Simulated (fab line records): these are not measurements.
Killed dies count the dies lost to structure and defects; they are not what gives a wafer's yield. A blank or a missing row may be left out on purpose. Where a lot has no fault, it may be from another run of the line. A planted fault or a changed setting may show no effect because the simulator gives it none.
What tool caused it? | flow sky130 | 13 lots with 39 wafers sampled at 4 steps, on a route of 708 steps

## WHAT THE GAUGES SHOWED, per wafer
SKY_POLY_CUT_OVL_MEAS_09. Usual: POLY_CUT_OVL gives 2 nm (standard deviation 6.2).
lot  | measured     | on         | POLY_CUT_OVL (nm) | flag
L893 | day 25 22:14 | overlay-01 | 2 -2 5            | 
L892 | day 25 22:44 | overlay-01 | -1 5 -1           | 
L890 | day 25 22:40 | overlay-02 | 0 0 -1            | 
L894 | day 25 23:50 | overlay-01 | 3 4 9             | 
L895 | day 26 04:35 | overlay-01 | 11 8 12           | 
L896 | day 26 10:01 | overlay-02 | 2 -1 0            | 
L897 | day 26 19:39 | overlay-01 | 4 7 2             | 
L898 | day 27 07:43 | overlay-01 | -1 -4 4           | 
L901 | day 28 00:16 | overlay-01 | -2 -3 -1          | 
L905 | day 30 13:49 | overlay-01 | 2 6 9             | 
L907 | day 30 23:34 | overlay-02 | 17 10 7           | 
L912 | day 32 05:26 | overlay-01 | -1 1 -2           | 
L913 | day 32 10:55 | overlay-01 | -6 -6 -4          | 

SKY_LI_CONTACT_THK_MEAS_23: measures by xrf. Usual: LI_CONTACT_W_THK gives 407 nm (standard deviation 6.3).
lot  | measured     | on           | LI_CONTACT_W_THK (nm) | flag
L893 | day 30 18:28 | filmMetro-02 | 404 403 409           | 
L892 | day 30 19:50 | filmMetro-01 | 405 406 405           | 
L890 | day 30 19:30 | filmMetro-01 | 410 413 412           | 
L894 | day 30 21:03 | filmMetro-04 | 407 407 405           | 
L895 | day 31 00:04 | filmMetro-02 | 403 408 409           | 
L896 | day 31 05:49 | filmMetro-01 | 403 410 402           | 
L897 | day 31 15:06 | filmMetro-02 | 407 403 405           | 
L898 | day 32 04:07 | filmMetro-02 | 409 414 412           | 
L901 | day 32 20:15 | filmMetro-01 | 403 391 397           | 
L905 | day 35 03:55 | filmMetro-01 | 401 397 405           | 
L907 | day 35 15:09 | filmMetro-04 | 408 402 411           | 
L912 | day 36 18:29 | filmMetro-04 | 417 419 417           | 
L913 | day 36 23:37 | filmMetro-02 | 413 415 409           | 

## WHICH TOOL RAN EACH LOT (tool, then ch and the chambers of the sampled wafers, then the start)
lot  | SKY_LDD_N_IMPLANT_08            | SKY_LI_CONTACT_STRIP_16
L893 | implanter-01 ch 0, day 19 11:24 | plasmaAsher-01 ch 0, day 30 17:47
L892 | implanter-02 ch 0, day 19 11:58 | plasmaAsher-03 ch 0,1, day 30 19:09
L890 | implanter-04 ch 0, day 19 12:14 | plasmaAsher-02 ch 0,1, day 30 18:50
L894 | implanter-01 ch 0, day 19 12:35 | plasmaAsher-02 ch 0,1, day 30 20:22
L895 | implanter-01 ch 0, day 19 18:54 | plasmaAsher-03 ch 0,1, day 30 23:22
L896 | implanter-02 ch 0, day 20 00:50 | plasmaAsher-03 ch 0,1, day 31 05:08
L897 | implanter-04 ch 0, day 20 12:50 | plasmaAsher-02 ch 0,1, day 31 14:26
L898 | implanter-04 ch 0, day 20 22:02 | plasmaAsher-02 ch 0,1, day 32 03:25
L901 | implanter-02 ch 0, day 21 18:39 | plasmaAsher-03 ch 0, day 32 19:31
L905 | implanter-02 ch 0, day 24 12:22 | plasmaAsher-01 ch 0,1, day 35 03:13
L907 | implanter-02 ch 0, day 24 21:08 | plasmaAsher-03 ch 0,1, day 35 14:28
L912 | implanter-04 ch 0, day 26 02:44 | plasmaAsher-03 ch 0,1, day 36 17:47
L913 | implanter-04 ch 0, day 26 09:08 | plasmaAsher-03 ch 0,1, day 36 22:56
- SKY_LDD_N_IMPLANT_08
- SKY_LI_CONTACT_STRIP_16: strips in O2/N2.

## AS READ BY THE TOOLS THEMSELVES (means over the sampled wafers that have a number; for cases with no such wafer, the mark the record gives instead)
SKY_LDD_N_IMPLANT_08. Usual: rotationDeg 23.000 degrees, standard deviation 0.024.
lot  | tool         | rotationDeg (degrees) | flag
L893 | implanter-01 | 22.974                | 
L892 | implanter-02 | 22.964                | 
L890 | implanter-04 | 22.990                | 
L894 | implanter-01 | 22.999                | 
L895 | implanter-01 | 22.968                | 
L896 | implanter-02 | 22.981                | 
L897 | implanter-04 | 23.024                | 
L898 | implanter-04 | 23.028                | 
L901 | implanter-02 | 23.002                | 
L905 | implanter-02 | 226.620               | OFF
L907 | implanter-02 | 226.673               | OFF
L912 | implanter-04 | 23.025                | 
L913 | implanter-04 | 22.983                | 

SKY_LI_CONTACT_STRIP_16. Usual: drypumpMotorCurrentA 5.5 A, standard deviation 0.46; oesProductAu 0.378 a.u., standard deviation 0.0046; stripTimeToEndpointS 3.55 s, standard deviation 0.049.
lot  | tool           | drypumpMotorCurrentA (A) | oesProductAu (a.u.) | stripTimeToEndpointS (s) | flag
L893 | plasmaAsher-01 | 4.9                      | 0.379               | 3.56                     | 
L892 | plasmaAsher-03 | 5.3                      | 0.380               | 3.60                     | 
L890 | plasmaAsher-02 | 5.6                      | 0.378               | 3.52                     | 
L894 | plasmaAsher-02 | 5.8                      | 0.375               | 3.49                     | 
L895 | plasmaAsher-03 | 5.7                      | 0.380               | 3.54                     | 
L896 | plasmaAsher-03 | 5.3                      | 0.376               | 3.55                     | 
L897 | plasmaAsher-02 | 5.8                      | 0.378               | 3.57                     | 
L898 | plasmaAsher-02 | 5.8                      | 0.382               | 3.55                     | 
L901 | plasmaAsher-03 | 6.0                      | 0.379               | 3.50                     | 
L905 | plasmaAsher-01 | 5.5                      | 0.377               | 3.56                     | 
L907 | plasmaAsher-03 | 5.7                      | 0.373               | 3.53                     | 
L912 | plasmaAsher-03 | 5.3                      | 0.378               | 3.56                     | 
L913 | plasmaAsher-03 | 5.7                      | 0.381               | 3.63                     | 

## THE ANSWER, worked out from the rows above alone
Rule: a lot is off if the mean of its wafers that have a number lies more than 3 standard deviations from the usual mean. Also off: a lot with no number at a reading for which 4 or more lots have one. Where the step has rows for the other lots, those lots are counted as sound. Order of review: gauges by route order, followed by the tools' own readings, for which a lot's mean as printed above is used. At the first step where some lot is off, the reading lying furthest off is the one used; lots without a number count as furthest.
Off at SKY_LDD_N_IMPLANT_08 (rotationDeg): L905, L907.
A tool fits if, at that step or a process step before it, it ran every lot that is off, and no sound lot after the first of them. One fits: implanter-02 at SKY_LDD_N_IMPLANT_08. A fault onset in the window from L901 (day 21 18:39, its last sound lot) to L905 (day 24 12:22, its first lot off) fits.
The tool's own readings at SKY_LDD_N_IMPLANT_08 bear it out: on the lots that are off they differ by more than 5 times the standard deviation of the sound lots' means. rotationDeg reads 226.647 degrees there against 22.994 degrees on the sound lots.

## WHAT WAS PUT IN BY THE SIMULATOR
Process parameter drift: implanter-02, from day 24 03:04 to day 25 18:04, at SKY_LDD_N_IMPLANT_08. Setting rotationDeg, moved by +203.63, from 23. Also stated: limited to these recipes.
Lots struck among those shown: L905, L907. The rule given above showed the same thing.
